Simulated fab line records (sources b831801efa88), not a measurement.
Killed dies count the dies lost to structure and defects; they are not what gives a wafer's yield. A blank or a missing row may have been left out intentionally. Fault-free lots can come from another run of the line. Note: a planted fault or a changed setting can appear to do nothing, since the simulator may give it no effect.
Which tool did it?    flow gf180mcu    Sampling: 14 lots, 42 wafers, 6 of 602 route steps

== WHAT THE GAUGES SHOWED, per wafer ==
GF_PSD_TW_MEAS_11.
lot   measured      on             PSD_TW
L898  day 14 12:05  film_metro-03  3121 3141 3136
L900  day 14 23:35  film_metro-04  3154 3148 3149
L901  day 15 08:49  film_metro-02  3202 3204 3170
L902  day 15 12:58  film_metro-03  3139 3132 3137
L904  day 16 07:50  film_metro-03  3153 3153 3148
L906  day 16 23:32  film_metro-03  3148 3145 3135
L907  day 17 03:46  film_metro-02  3163 3176 3158
L913  day 19 13:46  film_metro-03  3108 3115 3106
L914  day 20 00:05  film_metro-03  30 30 30
L915  day 20 13:43  film_metro-02  30 30 30
L918  day 21 13:26  film_metro-03  3146 3133 3127
L919  day 21 23:05  film_metro-03  3132 3131 3128
L920  day 22 01:23  film_metro-02  3198 3183 3209
L921  day 22 12:38  film_metro-02  3193 3195 3194

GF_M1_RS_MEAS_05: a four-point-probe measurement.
lot   measured      on             M1_ALCU_RS (ohm/sq)
L898  day 16 10:49  film_metro-03  0.0698 0.0703 0.0707
L900  day 16 23:05  film_metro-02  0.0691 0.0697 0.0690
L901  day 17 09:12  film_metro-03  0.0705 0.0683 0.0701
L902  day 17 13:20  film_metro-03  0.0695 0.0700 0.0712
L904  day 18 10:16  film_metro-03  0.0709 0.0696 0.0695
L906  day 19 02:20  film_metro-02  0.0695 0.0691 0.0692
L907  day 19 06:59  film_metro-02  0.0701 0.0692 0.0688
L913  day 21 18:08  film_metro-04  0.0686 0.0704 0.0697
L914  day 22 03:04  film_metro-03  0.0692 0.0699 0.0685
L915  day 22 17:29  film_metro-03  0.0707 0.0697 0.0699
L918  day 23 14:40  film_metro-03  0.0689 0.0686 0.0682
L919  day 24 00:47  film_metro-03  0.0694 0.0706 0.0703
L920  day 24 02:56  film_metro-03  0.0703 0.0697 0.0698
L921  day 24 13:44  film_metro-03  0.0710 0.0699 0.0708

== WHAT TOOL EACH LOT RAN ON (gives the tool, then ch and the chambers of the sampled wafers, and finally the start) ==
lot   GF_NSD_STRIP_11                       GF_PSD_STRIP_10                       GF_CONTACT_ETCH_16                  GF_CONTACT_SPUTTER_23
L898  plasma_asher-03 ch 0,1, day 13 15:59  plasma_asher-01 ch 0,1, day 14 11:59  rie_diel-03 ch 0,1,2, day 16 09:28  pvd_sputter-01, day 16 09:59
L900  plasma_asher-04 ch 0,1, day 14 02:31  plasma_asher-02 ch 0,1, day 14 23:29  rie_diel-03 ch 1,2,3, day 16 21:42  pvd_sputter-03, day 16 22:14
L901  plasma_asher-03 ch 0,1, day 14 11:21  plasma_asher-02 ch 0,1, day 15 08:43  rie_diel-02 ch 2,3, day 17 07:49    pvd_sputter-01, day 17 08:20
L902  plasma_asher-04 ch 0,1, day 14 15:40  plasma_asher-02 ch 0,1, day 15 12:52  rie_diel-03 ch 0,1,2, day 17 11:58  pvd_sputter-03, day 17 12:30
L904  plasma_asher-02 ch 0,1, day 15 09:27  plasma_asher-02 ch 0,1, day 16 07:45  rie_diel-02 ch 1,2, day 18 08:34    pvd_sputter-04, day 18 09:05
L906  plasma_asher-04 ch 0,1, day 16 00:36  plasma_asher-03 ch 0,1, day 16 23:26  rie_diel-02 ch 0,2,3, day 19 00:55  pvd_sputter-04, day 19 01:26
L907  plasma_asher-04 ch 1, day 16 04:20    plasma_asher-01 ch 0,1, day 17 03:40  rie_diel-02 ch 0,1,2, day 19 05:30  pvd_sputter-01, day 19 06:01
L913  plasma_asher-02 ch 0,1, day 18 13:01  plasma_asher-01 ch 0,1, day 19 13:40  rie_diel-02 ch 0,1,3, day 21 16:46  pvd_sputter-03, day 21 17:18
L914  plasma_asher-02 ch 0,1, day 18 23:06  plasma_asher-02 ch 0,1, day 19 23:59  rie_diel-02 ch 0,1,3, day 22 01:40  pvd_sputter-03, day 22 02:13
L915  plasma_asher-03 ch 0,1, day 19 12:57  plasma_asher-01 ch 0,1, day 20 13:37  rie_diel-03 ch 0,1,2, day 22 16:07  pvd_sputter-04, day 22 16:38
L918  plasma_asher-03 ch 0,1, day 20 13:25  plasma_asher-03 ch 0,1, day 21 13:20  rie_diel-04 ch 1,2,3, day 23 13:19  pvd_sputter-01, day 23 13:50
L919  plasma_asher-03 ch 0,1, day 20 23:00  plasma_asher-03 ch 0,1, day 21 22:59  rie_diel-04 ch 2,3, day 23 23:22    pvd_sputter-04, day 23 23:53
L920  plasma_asher-02 ch 0,1, day 21 01:50  plasma_asher-03 ch 0,1, day 22 01:17  rie_diel-03 ch 0,3, day 24 01:32    pvd_sputter-04, day 24 02:05
L921  plasma_asher-04 ch 0,1, day 21 13:08  plasma_asher-01 ch 0,1, day 22 12:32  rie_diel-02 ch 0,2,3, day 24 12:22  pvd_sputter-03, day 24 12:53
- GF_NSD_STRIP_11: strips in O2/N2.
- GF_PSD_STRIP_10: strips in O2/N2.
- GF_CONTACT_ETCH_16: etches BARC in N2/H2.
- GF_CONTACT_SPUTTER_23: material TiN, target thk 10 nm, time 40 s.

== AS READ BY THE TOOLS THEMSELVES (means over the sampled wafers that have a number; for cases with no such wafer, the mark the record gives instead) ==
GF_NSD_STRIP_11.
lot   tool             chamber_pressure_mTorr (mTorr)  drypump_motor_current_A (A)  heater_power_w (W)  oes_product_au (a.u.)  strip_time_to_endpoint_s (s)
L898  plasma_asher-03  1500.7                          5.2                          335                 0.488                  22.87
L900  plasma_asher-04  1511.6                          5.5                          320                 0.488                  22.85
L901  plasma_asher-03  1500.7                          5.6                          342                 0.488                  22.95
L902  plasma_asher-04  1498.8                          5.5                          322                 0.491                  22.88
L904  plasma_asher-02  1500.5                          5.8                          305                 0.488                  22.86
L906  plasma_asher-04  1500.0                          5.5                          325                 0.483                  22.87
L907  plasma_asher-04  1498.7                          5.6                          336                 0.485                  22.91
L913  plasma_asher-02  1501.3                          5.8                          312                 0.484                  22.84
L914  plasma_asher-02  -                               -                            -                   -                      -
L915  plasma_asher-03  -                               -                            -                   -                      -
L918  plasma_asher-03  1500.3                          5.6                          340                 0.488                  22.86
L919  plasma_asher-03  1499.8                          5.3                          335                 0.482                  22.86
L920  plasma_asher-02  1499.7                          6.2                          292                 0.486                  22.91
L921  plasma_asher-04  1500.2                          5.4                          321                 0.485                  22.88

GF_PSD_STRIP_10.
lot   tool             chamber_pressure_mTorr (mTorr)  drypump_motor_current_A (A)  heater_power_w (W)  oes_product_au (a.u.)  strip_time_to_endpoint_s (s)
L898  plasma_asher-01  1499.7                          5.9                          296                 0.590                  16.46
L900  plasma_asher-02  1499.9                          6.1                          300                 0.592                  16.58
L901  plasma_asher-02  1499.1                          5.8                          304                 0.594                  16.54
L902  plasma_asher-02  1498.9                          6.2                          300                 0.589                  16.48
L904  plasma_asher-02  1500.0                          5.8                          311                 0.591                  16.53
L906  plasma_asher-03  1500.2                          5.6                          336                 0.593                  16.48
L907  plasma_asher-01  1500.2                          5.9                          296                 0.589                  16.57
L913  plasma_asher-01  1501.8                          6.1                          287                 0.595                  16.59
L914  plasma_asher-02  1501.3                          6.2                          302                 0.657                  31.35
L915  plasma_asher-01  1500.9                          5.9                          296                 0.655                  31.32
L918  plasma_asher-03  1500.8                          5.2                          331                 0.591                  16.62
L919  plasma_asher-03  1500.1                          5.6                          338                 0.588                  16.48
L920  plasma_asher-03  1500.7                          5.2                          338                 0.594                  16.50
L921  plasma_asher-01  1500.5                          5.9                          300                 0.592                  16.61

GF_CONTACT_ETCH_16.
lot   tool         drypump_motor_current_A (A)  oes_product_au (a.u.)  throttle_valve_pct (%)
L898  rie_diel-03  5.8                          0.853                  13.222
L900  rie_diel-03  5.7                          0.854                  13.232
L901  rie_diel-02  6.6                          0.854                  13.226
L902  rie_diel-03  5.8                          0.857                  13.228
L904  rie_diel-02  6.2                          0.853                  13.228
L906  rie_diel-02  6.5                          0.859                  13.227
L907  rie_diel-02  6.2                          0.848                  13.225
L913  rie_diel-02  6.2                          0.854                  13.215
L914  rie_diel-02  6.2                          0.857                  13.231
L915  rie_diel-03  5.8                          0.857                  13.225
L918  rie_diel-04  5.6                          0.857                  13.238
L919  rie_diel-04  5.9                          0.852                  13.233
L920  rie_diel-03  6.1                          0.856                  13.224
L921  rie_diel-02  6.4                          0.855                  13.235

GF_CONTACT_SPUTTER_23.
lot   tool            throttle_valve_pct (%)
L898  pvd_sputter-01  29.7
L900  pvd_sputter-03  30.1
L901  pvd_sputter-01  30.4
L902  pvd_sputter-03  28.8
L904  pvd_sputter-04  30.4
L906  pvd_sputter-04  30.5
L907  pvd_sputter-01  29.4
L913  pvd_sputter-03  29.5
L914  pvd_sputter-03  29.4
L915  pvd_sputter-04  30.4
L918  pvd_sputter-01  30.1
L919  pvd_sputter-04  30.6
L920  pvd_sputter-04  30.3
L921  pvd_sputter-03  29.2

== THE ANSWER, worked out from the rows above alone ==
Rule: usual is defined by the lots themselves. Put in order of their means at a reading, lots are off if they are a third of the lots or fewer, leave a main group of 4 or more, and stand apart from it by a gap of 3 or more times the standard deviation of the main group's means; of several such gaps the widest counts. A main group whose means are all the same, to the digits that the tables above print for the reading, isn't used. Also off: a lot with no number at a reading for which 4 or more lots have one. The other lots that the step has rows for count as sound. The gauges are gone through in route order, then the tools' own readings, and for those a lot's mean is taken as printed above. The first step at which some lot is off is used, and at that step the reading that is off furthest; a lot without a number counts as furthest.
Off: at GF_PSD_TW_MEAS_11 (PSD_TW), L914, L915. Mean 3153 and standard deviation 27 in the main group.
If a tool, at a process step before that reading, ran all the lots that are off and no sound lot after the first of them, it fits. Not tried: the gauges at GF_PSD_TW_MEAS_11; whatever is off there is also off at GF_NSD_STRIP_11, on other tools, and gauge error can't account for it. Not one of the candidates tried fits.

== WHAT HAD BEEN PUT IN BY THE SIMULATOR ==
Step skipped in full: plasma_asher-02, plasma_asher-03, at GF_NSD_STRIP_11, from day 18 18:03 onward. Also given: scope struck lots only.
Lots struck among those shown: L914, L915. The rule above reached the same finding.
